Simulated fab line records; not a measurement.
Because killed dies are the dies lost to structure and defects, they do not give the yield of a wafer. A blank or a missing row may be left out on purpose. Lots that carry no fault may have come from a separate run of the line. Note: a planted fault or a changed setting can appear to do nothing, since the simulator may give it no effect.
fab line records | flow sky130
record lots=11 wafers=32 last-day=50
route steps=708 shown METAL3@535 VIA3@586 METAL4@634 METAL5@661 PAD_OPEN@708
lots that met no fault: from a run of the same line without faults
start-h: start of the lot's first displayed wafer, in hours after the record's first day | wait-h: hours elapsed since this lot's preceding step | " unchanged from the row above | L1.1+2: several wafers, shown together as one row | - value missing, or start not given | * or withheld: withheld | < > ~ a bound
route shown NAME@n: a module of which the file shows steps, and the number in the route of the first | usual: mean/standard deviation taken from wafers without a fault | same: alike in all rows | chamber/n: place in a boat | sites: per-site readings | _std_site: the values' standard deviation | _edge_site: outer sites' mean less inner sites' | radius-mm: how far each site lies from the wafer's centre | mask NAME#n: copy n | behind: the tool/chamber that last shaped the wafer | hold: why the lot went on hold/how many hours it stayed there/how the hold came to an end | device: the n, p or np transistor that did not switch | end of line: tests of these same wafers at the route's end | for a step that has no rows: nothing shown but its recipe | killed: not the wafer's yield, but the dies lost to structure and defects at the first sort | map: a wafer's dies, marking killed ones x, the rest . and places with no die _
set.NAME: setting as actually run; set.NAME@STEP: the setting as run at that earlier step | model.NAME: the simulator's own value behind a step, which no gauge read
a sample of lots followed through the steps of the route, with each step as a table and each wafer as a row
services: the hour from which a tool's chamber was out of use, counted from the record's first day as start-h (under 0 if before that day), plus the number of hours and why
## steps
# step SKY_METAL3_SPUTTER_03
# recipe material=Ti target-thk-nm=5 power-w=3000 time-s=3.3 chamber-pressure-pa=0.4
# usual chamber-pressure-pa=0.4001/0.00089 throttle-valve-pct=30.2/1.2
# columns lot.wafer tool chamber start-h wait-h chamber-pressure-pa throttle-valve-pct
L295.2 pvd-sputter-01 - 853.52 0.0 0.3994 31.5
L295.3 " - " " 0.3989 29.8
L295.5 " - " " 0.4023 30.5
L297.3 pvd-sputter-04 - 883.85 0.0 0.4010 32.1
L297.4 " - " " 0.4005 30.6
L297.6 " - " " 0.3951 29.0
L300.3 pvd-sputter-04 - 895.00 0.0 0.3995 30.5
L300.4 " - " " 0.4006 29.3
L300.5 " - " " 0.3999 29.5
L301.1 pvd-sputter-04 - 901.67 0.0 0.3996 32.5
L301.2 " - " " 0.4011 28.9
L301.3 " - " " 0.4004 30.6
L303.2 pvd-sputter-01 - 917.34 0.0 0.4009 30.0
L303.5 " - " " 0.4006 29.8
L303.6 " - " " 0.3989 30.3
L305.2 pvd-sputter-01 - 930.66 0.0 0.4007 31.4
L305.3 " - " " 0.3996 30.5
L305.5 " - " " 0.4001 31.1
L306.1 pvd-sputter-01 - 944.33 0.0 0.3998 30.3
L306.4 " - " " 0.4014 30.5
L306.5 " - " " 0.4008 29.9
L307.1 pvd-sputter-03 - 944.95 0.0 0.3988 28.9
L307.5 " - " " 0.4008 29.9
L307.6 " - " " 0.3993 30.7
L308.1 pvd-sputter-04 - 949.69 0.0 0.4010 30.7
L308.3 " - " " 0.3992 28.6
L308.5 " - " " 0.3999 28.8
L309.1 pvd-sputter-04 - 961.60 0.0 0.4015 30.6
L309.2 " - " " 0.3994 32.2
L309.4 " - " " 0.4002 29.3
L314.1 pvd-sputter-04 - 997.40 0.0 0.4004 29.2
L314.5 " - " " 0.4007 28.8
# step SKY_VIA3_OVL_MEAS_13
# usual VIA3_OVL=1/6.7
# columns lot.wafer tool chamber start-h wait-h VIA3_OVL[nm]
L295.2 overlay-01 - 931.61 0.1 -1
L295.3 " - " " -2
L295.5 " - " " -3
L297.3 overlay-02 - 961.29 0.1 -1
L297.4 " - " " 1
L297.6 " - " " 4
L300.3 overlay-02 - 971.64 0.1 -12
L300.4 " - " " 8
L300.5 " - " " 1
L301.1 overlay-01 - 978.05 0.1 14
L301.2 " - " " 6
L301.3 " - " " 12
L303.2 overlay-02 - 993.89 0.1 -8
L303.5 " - " " -8
L303.6 " - " " -15
L305.2 overlay-01 - 1005.25 0.1 -3
L305.3 " - " " 1
L305.5 " - " " 4
L306.1 overlay-02 - 1017.68 0.1 7
L306.4 " - " " -1
L306.5 " - " " 6
L307.1 overlay-01 - 1019.75 0.1 2
L307.5 " - " " 2
L307.6 " - " " 8
L308.1 overlay-01 - 1023.24 0.1 4
L308.3 " - " " 7
L308.5 " - " " 10
L309.1 overlay-01 - 1034.59 0.1 5
L309.2 " - " " -3
L309.4 " - " " -2
L314.1 overlay-02 - 1067.78 0.1 0
L314.5 " - " " -2
# step SKY_METAL4_METAL_ETCH_18
# recipe target-depth-a=8450 stop-on=SiO2 over-etch-frac=0.3 time-s=183.1 chemistry=Cl2/BCl3 resist-sidewall-deg=88 pressure-mtorr=10 icp-w=900 bias-w=48.5 Cl2_flow_sccm=60 bcl3-flow-sccm=30
# usual drypump-motor-current-A=5.8/0.48 oes-product-au=0.865/0.0071 throttle-valve-pct=22.265/0.0099
# columns lot.wafer tool chamber start-h wait-h drypump-motor-current-A oes-product-au rf-hours-counter-h throttle-valve-pct
L295.2 rie-metal-01 1 983.48 0.0 5.3 0.857 20 22.253
L295.3 " 0 " " 5.5 0.865 - 22.268
L295.5 " 1 " " 5.4 0.855 - 22.272
L297.3 rie-metal-03 1 1011.90 0.1 6.1 0.872 - 22.269
L297.4 " 0 " " 5.4 0.855 - 22.272
L297.6 " 0 " " 5.4 0.866 - 22.265
L300.3 rie-metal-01 1 1021.30 0.1 5.3 0.865 - 22.277
L300.4 " 0 " " 5.5 0.870 - 22.248
L300.5 " 0 " " 5.5 0.864 - 22.274
L301.1 rie-metal-01 0 1026.79 0.0 5.5 0.867 18 22.272
L301.2 " 1 " " 5.4 0.874 23 22.256
L301.3 " 1 " " 5.4 0.873 - 22.246
L303.2 rie-metal-03 0 1042.13 0.0 5.4 0.868 8 22.267
L303.5 " 0 " " 5.4 0.855 - 22.269
L303.6 " 1 " " 6.1 0.871 - 22.286
L305.2 rie-metal-03 0 1053.08 0.0 5.4 0.853 8 22.261
L305.3 " 0 " " 5.4 0.854 - 22.259
L305.5 " 1 " " 6.1 0.860 - 22.257
L306.1 rie-metal-01 1 1064.39 0.0 5.3 0.866 25 22.257
L306.4 " 0 " " 5.5 0.866 - 22.254
L306.5 " 0 " " 5.5 0.873 - 22.267
L307.1 rie-metal-04 1 1066.93 0.0 6.7 0.869 20 22.276
L307.5 " 1 " " 6.7 0.855 - 22.261
L307.6 " 0 " " 6.4 0.846 - 22.256
L308.1 rie-metal-04 0 1070.18 0.0 6.4 0.858 19 22.254
L308.3 " 1 " " 6.7 0.860 - 22.277
L308.5 " 1 " " 6.7 0.856 - 22.248
L309.1 rie-metal-01 0 1080.53 0.0 5.5 0.860 21 22.268
L309.2 " 1 " " 5.4 0.865 26 22.263
L309.4 " 0 " " 5.5 0.864 - 22.269
L314.1 rie-metal-01 1 1111.58 0.0 5.3 0.883 29 22.263
L314.5 " 0 " " 5.5 0.874 - 22.264
# step SKY_METAL4_STRIP_19
# recipe chemistry=O2/N2 power-w=1400 pressure-mtorr=1500 platen-temp-c=withheld o2-flow-sccm=3000 n2-flow-sccm=300 overash-fraction=0.5
# usual drypump-motor-current-A=5.7/0.39 oes-product-au=0.503/0.0067 strip-time-to-endpoint-s=6.55/0.096
# columns lot.wafer tool chamber start-h wait-h drypump-motor-current-A oes-product-au rf-hours-counter-h strip-time-to-endpoint-s
L295.2 plasma-asher-04 1 983.66 0.1 5.5 0.507 22 6.57
L295.3 " 1 " " 5.5 0.499 - 6.53
L295.5 " 1 " " 5.5 0.500 - 6.60
L297.3 plasma-asher-02 1 1012.05 0.1 5.2 0.505 - 6.50
L297.4 " 0 " " 6.3 0.503 - 6.53
L297.6 " 0 " " 6.2 0.501 - 6.57
L300.3 plasma-asher-02 1 1021.45 0.1 5.2 0.511 - 6.58
L300.4 " 0 " " 6.3 0.503 - 6.50
L300.5 " 0 " " 6.3 0.504 - 6.53
L301.1 plasma-asher-02 1 1026.96 0.1 5.2 0.505 90 6.63
L301.2 " 0 " " 6.3 0.508 90 6.70
L301.3 " 0 " " 6.3 0.517 - 6.73
L303.2 plasma-asher-02 1 1042.30 0.1 5.2 0.494 91 6.49
L303.5 " 0 " " 6.3 0.498 - 6.43
L303.6 " 1 " " 5.2 0.503 - 6.49
L305.2 plasma-asher-04 0 1053.25 0.1 6.0 0.500 29 6.45
L305.3 " 1 " " 5.5 0.498 - 6.47
L305.5 " 0 " " 6.0 0.502 - 6.52
L306.1 plasma-asher-02 1 1064.56 0.1 5.2 0.517 94 6.73
L306.4 " 0 " " 6.3 0.501 - 6.53
L306.5 " 0 " " 6.3 0.511 - 6.62
L307.1 plasma-asher-01 0 1067.11 0.1 5.4 0.491 66 6.43
L307.5 " 1 " " 5.8 0.498 - 6.45
L307.6 " 0 " " 5.4 0.492 - 6.37
L308.1 plasma-asher-01 1 1070.36 0.1 5.8 0.507 66 6.55
L308.3 " 0 " " 5.4 0.497 - 6.57
L308.5 " 1 " " 5.9 0.502 - 6.57
L309.1 plasma-asher-02 1 1080.70 0.1 5.2 0.500 95 6.60
L309.2 " 0 " " 6.3 0.513 95 6.68
L309.4 " 0 " " 6.2 0.505 - 6.56
L314.1 plasma-asher-04 0 1111.75 0.1 6.0 0.393 35 3.81
L314.5 " 1 " " 5.5 0.501 - 6.50
# step SKY_METAL5_SPUTTER_00
# recipe material=Ti target-thk-nm=15 power-w=3000 time-s=10 chamber-pressure-pa=0.4
# usual chamber-pressure-pa=0.4001/0.00082 throttle-valve-pct=29.9/1.1
# columns lot.wafer tool chamber start-h wait-h chamber-pressure-pa throttle-valve-pct
L295.2 pvd-sputter-03 - 1009.27 0.1 0.4006 28.9
L295.3 " - " " 0.4015 30.8
L295.5 " - " " 0.4002 30.8
L297.3 pvd-sputter-02 - 1036.72 0.2 0.3997 28.5
L297.4 " - " " 0.4007 30.2
L297.6 " - " " 0.3988 30.7
L300.3 pvd-sputter-04 - 1046.21 0.2 0.4002 28.6
L300.4 " - " " 0.3997 29.1
L300.5 " - " " 0.3993 28.8
L301.1 pvd-sputter-03 - 1051.33 0.1 0.3994 29.0
L301.2 " - " " 0.3996 28.8
L301.3 " - " " 0.4005 29.9
L303.2 pvd-sputter-04 - 1066.65 0.1 0.3996 32.4
L303.5 " - " " 0.4004 29.4
L303.6 " - " " 0.4002 32.3
L305.2 pvd-sputter-02 - 1076.95 0.1 0.4012 29.7
L305.3 " - " " 0.3990 28.6
L305.5 " - " " 0.4007 30.6
L306.1 pvd-sputter-03 - 1087.56 0.1 0.3993 30.7
L306.4 " - " " 0.4010 30.0
L306.5 " - " " 0.4003 29.3
L307.1 pvd-sputter-02 - 1090.37 0.2 0.4014 28.6
L307.5 " - " " 0.4000 29.8
L307.6 " - " " 0.4003 30.5
L308.1 pvd-sputter-04 - 1094.10 0.2 0.3998 29.5
L308.3 " - " " 0.3983 28.7
L308.5 " - " " 0.4013 32.2
L309.1 pvd-sputter-02 - 1105.27 0.1 0.4005 30.5
L309.2 " - " " 0.3995 30.8
L309.4 " - " " 0.4006 28.2
L314.1 pvd-sputter-03 - 1133.47 0.2 0.4005 29.0
L314.5 " - " " 0.4004 29.2
# step SKY_PAD_OPEN_PROBE_99
# usual defect-limited-yield=82.4/1.9 killed_at_M0_to_M3=44/7.5 killed_at_M4_up=3.2/1.9 killed-at-contacts=23/4.7 killed-at-front-end=15/4.7 killed-at-other=0.4/0.66 killed-dies=87/9.3 killed-open=47/7.2 killed-short=39/6.5 sort_bin_3_pad_short=0.8/0.39 sort_bin_5_function=10.5/1.4 sort_bin_6_memory=6.3/1.2 sort-n-pass=405/9.3 sort-yield-pct=82.4/1.9
# same gross-dies=492 killed-at-back-side=0 sort_bin_4_leakage[%]=0 sort_bin_8_speed[%]=0
# columns lot.wafer tool chamber start-h wait-h defect-limited-yield[%] killed_at_M0_to_M3 killed_at_M4_up killed-at-contacts killed-at-front-end killed-at-other killed-dies killed-open killed-short sort_bin_3_pad_short[%] sort_bin_5_function[%] sort_bin_6_memory[%] sort-n-pass sort-yield-pct[%]
L308.1 prober-02 - 1154.80 0.1 80.7 54 3 24 14 0 95 54 41 1.0 12.2 6.1 397 80.7
L314.1 prober-02 - 1189.95 0.1 80.9 47 9 24 14 0 94 49 42 0.6 13.0 5.5 398 80.9
# killed by level:class
L308.1 CONTACT:geometric-particle:open=10 VIA1:geometric-particle:open=10 VIA2:geometric-particle:open=7 LI_CONTACT:geometric-particle:open=6 VIA3:geometric-particle:open=6 VIA3:geometric-particle:short=6 POLY_GATE:geometric-particle:short=4 CONTACT:geometric-particle:short=4
L314.1 CONTACT:geometric-particle:open=11 METAL2:geometric-particle:short=10 VIA3:geometric-particle:open=8 CONTACT:geometric-particle:short=7 VIA1:geometric-particle:open=7 VIA2:geometric-particle:open=6 FIELD_ISO:geometric-particle:open=5 VIA1:geometric-particle:short=5
## services
# columns tool chamber start-h hours kind
pvd-sputter-04 - 847.47 0.7 repair
rie-metal-03 1 869.59 1.9 repair
pvd-sputter-03 - 873.19 15.0 repair
rie-metal-01 0 888.64 6.2 repair
rie-metal-01 0 899.28 4.7 repair
plasma-asher-04 - 902.95 12.9 pm
rie-metal-04 - 911.98 0.4 repair
pvd-sputter-04 - 916.36 3.7 repair
pvd-sputter-03 - 926.00 1.3 repair
rie-metal-01 0 933.20 41.5 repair
rie-metal-01 1 941.49 1.2 repair
pvd-sputter-02 - 966.09 4.3 repair
plasma-asher-01 - 966.95 3.2 repair
pvd-sputter-04 - 967.10 2.8 repair
rie-metal-04 - 984.40 0.2 repair
pvd-sputter-02 - 998.37 2.7 repair
pvd-sputter-02 - 999.21 5.1 repair
pvd-sputter-02 - 1000.78 9.7 repair
rie-metal-04 - 1001.93 2.8 pm
pvd-sputter-01 - 1003.60 7.8 repair
pvd-sputter-01 - 1009.42 1.0 repair
rie-metal-01 - 1021.74 0.5 repair
rie-metal-03 - 1069.58 1.2 repair
rie-metal-03 - 1106.00 1.9 repair
## key
first-sign step=SKY_METAL4_STRIP_19 reading=strip-time-to-endpoint-s direction=down sigmas=29 usual=* struck=*
effect step=SKY_METAL4_STRIP_19 reading=oes-product-au direction=down sigmas=16 usual=0.503 struck=0.393
met-at SKY_METAL4_METAL_ETCH_18
struck-lots L314
struck-wafers L314.1
not-acting-at SKY_METAL3_SPUTTER_03,SKY_VIA3_OVL_MEAS_13,SKY_METAL5_SPUTTER_00
onset-between 1080.53 1111.58
fault kind=process-parameter-drift tool=rie-metal-01 chamber=- onset-h=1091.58 steps=SKY_METAL4_METAL_ETCH_18 channel=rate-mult offset=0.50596 shape=step end-h=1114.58 scope=struck-wafers-only
